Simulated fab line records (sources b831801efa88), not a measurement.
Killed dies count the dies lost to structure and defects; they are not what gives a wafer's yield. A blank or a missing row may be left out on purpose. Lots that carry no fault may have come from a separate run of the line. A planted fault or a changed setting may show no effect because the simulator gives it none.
Problem report, 8D (eight disciplines) form, completed by code + flow sky130 + the parts of the form that need people (team, actions taken, sign-off) are left out

1. WHAT IS WRONG
Wafers without a fault read 15 with a standard deviation of 4.5, while killed at front end at SKY_PAD_OPEN_PROBE_99 averages 325 across 2 wafers of 1 lot. That is +69 standard deviations from the usual mean.
Seen first at day 49 01:25 on prober-01, wafer L250.3. Wafers with a number at this step in the record: 36, from 12 lots. The rule behind "out" and "out of limits": a value lying over 4 standard deviations away from the usual mean. The other wafers with a number count as sound.

2. WHAT IT IS AND WHAT IT IS NOT
| question                    | is                                              | is not                                                                                                   |
|-----------------------------|-------------------------------------------------|----------------------------------------------------------------------------------------------------------|
| which readings at this step | killed at front end, killed dies, killed on rim | killed_at_M0_to_M3, killed_at_M4_up, killed at contacts, killed at other, killed short                   |
| which lots                  | L250                                            | L239, L240, L241, L242, L254, L255, L256, L257, L258, L260, L261                                         |
| which wafers of those lots  | L250.3, L250.5                                  | L250.2                                                                                                   |
| read on which tools         | prober-01                                       | prober-02                                                                                                |
| when                        | from day 49 01:25                               | up to then (13 sound wafers); but 21 sound wafers of L254, L255, L256, L257, L258, L260, L261 came after |

3. THE SUSPECTS, EACH WITH WHAT RULES IT OUT
Counting: a tool at a process step up to the reading stays a suspect if it ran every lot that is out. Sound lots after the first of them don't rule it out here, since some wafers of a struck lot are sound.
- rie diel-02 at SKY_POLY_CUT_ETCH_11 (etches Si3N4 in CF4/CH2F2/Ar, stops on poly-Si, time 42.5 s, target depth 60 nm): kept. The lot that is out, L250, ran on it at day 28 17:49; the last sound lot it ran before that was L242, at day 26 20:58.
- prober-01 at SKY_PAD_OPEN_PROBE_99: kept. The lot that is out, L250, ran on it at day 49 01:22; the last sound lot it ran before that was L242, at day 47 20:47. On those wafers its own readings are out: killed at front end, killed dies, killed on rim.
- Within rie diel-02 at SKY_POLY_CUT_ETCH_11: the wafers that are out ran in chambers 0, 2; their sound lot-mates ran in chamber 3.
What counting leaves: rie diel-02 at SKY_POLY_CUT_ETCH_11 and prober-01 at SKY_PAD_OPEN_PROBE_99.

4. THE CAUSE (what the simulator had put in)
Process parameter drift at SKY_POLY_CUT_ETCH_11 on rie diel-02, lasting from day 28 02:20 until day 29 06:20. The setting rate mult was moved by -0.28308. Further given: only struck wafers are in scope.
Counting left 2 suspects, and this tool is among them.

5. THE CHAIN OF EFFECTS, in route order
Rows list readings where the struck wafers' mean (over those with a number) sits beyond 3 standard deviations from the usual. Only readings whose record carries a usual standard deviation are examined. hours: median over the lots of the time between each lot's start at the first step of this table that gives one and its start at this step. sigmas: the change, counted in usual standard deviations.
| hours | step                  | reading             | usual | on struck wafers | change | sigmas |
|-------|-----------------------|---------------------|-------|------------------|--------|--------|
| 0     | SKY_PAD_OPEN_PROBE_99 | killed at front end | 15    | 325              | +310   | +69    |
| 0     | SKY_PAD_OPEN_PROBE_99 | killed dies         | 86    | 396              | +310   | +35    |
| 0     | SKY_PAD_OPEN_PROBE_99 | killed on rim       | 16    | 76               | +60    | +14    |
Here are the process steps it includes:
- SKY_PAD_OPEN_PROBE_99

6. WHAT WOULD HAVE CAUGHT IT SOONER
In this record the first reading out of limits was taken at day 49 01:25, 503 hours after the fault began at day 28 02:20.
No tool reading at SKY_POLY_CUT_ETCH_11 that has a usual standard deviation in the record was out on any struck wafer, so an alarm limit of 4 standard deviations on those readings would not have fired.
The start of SKY_POLY_CUT_ETCH_11 on rie diel-02 came by day 49 01:25 for every one of the lots that are out (1). A hold on the tool at that time would have spared none of them.
